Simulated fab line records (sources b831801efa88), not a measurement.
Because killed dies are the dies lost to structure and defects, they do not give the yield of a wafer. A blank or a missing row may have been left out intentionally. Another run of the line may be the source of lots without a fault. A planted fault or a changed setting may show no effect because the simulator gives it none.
Tool commonality check ; flow sky130 ; Sampled: 12 lots, 36 wafers

== WHY THIS WAS OPENED ==
2 of 12 lots carry a flag on the reading GATE_OXIDE_OXIDATION_00_THK at SKY_GATE_OXIDE_THK_MEAS_02. Wafers without a fault read 10.28 nm, standard deviation 0.21.
Rule: a lot is flagged in two cases, either no wafer of it has a number, or all its wafers with numbers fall more than 4 standard deviations from that mean. As for the other lots, they are considered sound.

lot;measured;on;GATE_OXIDE_OXIDATION_00_THK (nm), wafer by wafer;flag
L527;day 13 01:03;film metro-01;9.76 9.81 9.95;
L528;day 13 11:11;film metro-03;10.15 10.11 10.20;
L530;day 14 02:19;film metro-02;10.43 10.36 10.31;
L531;day 14 07:50;film metro-01;10.26 10.43 10.26;
L534;day 15 07:53;film metro-02;10.00 9.97 9.92;
L535;day 16 00:13;film metro-03;10.56 10.51 10.60;
L542;day 18 08:13;film metro-02;16.85 16.99 16.81;FLAGGED
L545;day 19 04:05;film metro-01;10.44 10.34 10.37;
L544;day 19 04:07;film metro-03;17.43 17.12 17.23;FLAGGED
L547;day 20 00:13;film metro-01;10.11 9.86 10.10;
L548;day 20 07:32;film metro-02;10.15 10.02 10.01;
L549;day 20 11:54;film metro-02;10.37 10.42 10.41;
The mean of the flagged lots' numbers is 17.07 nm, +6.79 nm from the usual (+32 standard deviations).

== LOT BY LOT: THE TOOL USED ==
The record keeps 1 process step preceding the reading, out of 708 steps on the route. Cell contents, in order: the tool; ch with the chambers the sampled wafers went through; the start.
lot;flag;SKY_GATE_OXIDE_OXIDATION_01
L527;;furnace-02 ch 0, day 12 23:37
L528;;furnace-01 ch 0, day 13 09:46
L530;;furnace-02 ch 0, day 14 00:54
L531;;furnace-01 ch 0, day 14 06:25
L534;;furnace-01 ch 0, day 15 06:28
L535;;furnace-02 ch 0, day 15 22:48
L542;FLAGGED;furnace-01 ch 0, day 18 05:08 and furnace-02 ch 0, day 18 06:47
L545;;furnace-02 ch 0, day 19 02:41
L544;FLAGGED;furnace-02 ch 0, day 19 00:22
L547;;furnace-01 ch 0, day 19 22:48
L548;;furnace-02 ch 0, day 20 06:07
L549;;furnace-01 ch 0, day 20 10:28
What these steps do:
- SKY_GATE_OXIDE_OXIDATION_01: stabilise 600 s, purge 300 s, target thk 10.268 nm.
- SKY_GATE_OXIDE_THK_MEAS_02

== FLAGGED OVER TOTAL, TOOL BY TOOL (the gauges that took the reading come last) ==
step;tool;lots run;flagged;share of the flagged lots;sound lots run after its first flagged lot
SKY_GATE_OXIDE_OXIDATION_01;furnace-01;6;1;some;2 (L547,L549)
SKY_GATE_OXIDE_OXIDATION_01;furnace-02;7;2;all;2 (L545,L548)
SKY_GATE_OXIDE_THK_MEAS_02;film metro-01;4;0;none;-
SKY_GATE_OXIDE_THK_MEAS_02;film metro-02;5;1;some;2 (L548,L549)
SKY_GATE_OXIDE_THK_MEAS_02;film metro-03;3;1;some;0

== WHAT IS ALLOWED BY THE TABLE ==
Rows of the table that ran each flagged lot: 1, that is furnace-02 at SKY_GATE_OXIDE_OXIDATION_01.
- furnace-02 at SKY_GATE_OXIDE_OXIDATION_01: 2 of its 7 lots flagged. After the first flagged lot (L545, L548), sound lots still ran on it; a lasting fault on the whole tool would not permit that.
Not one row of the table ran every flagged lot while running no sound lot after the first.

== WHAT HAD BEEN PUT IN BY THE SIMULATOR ==
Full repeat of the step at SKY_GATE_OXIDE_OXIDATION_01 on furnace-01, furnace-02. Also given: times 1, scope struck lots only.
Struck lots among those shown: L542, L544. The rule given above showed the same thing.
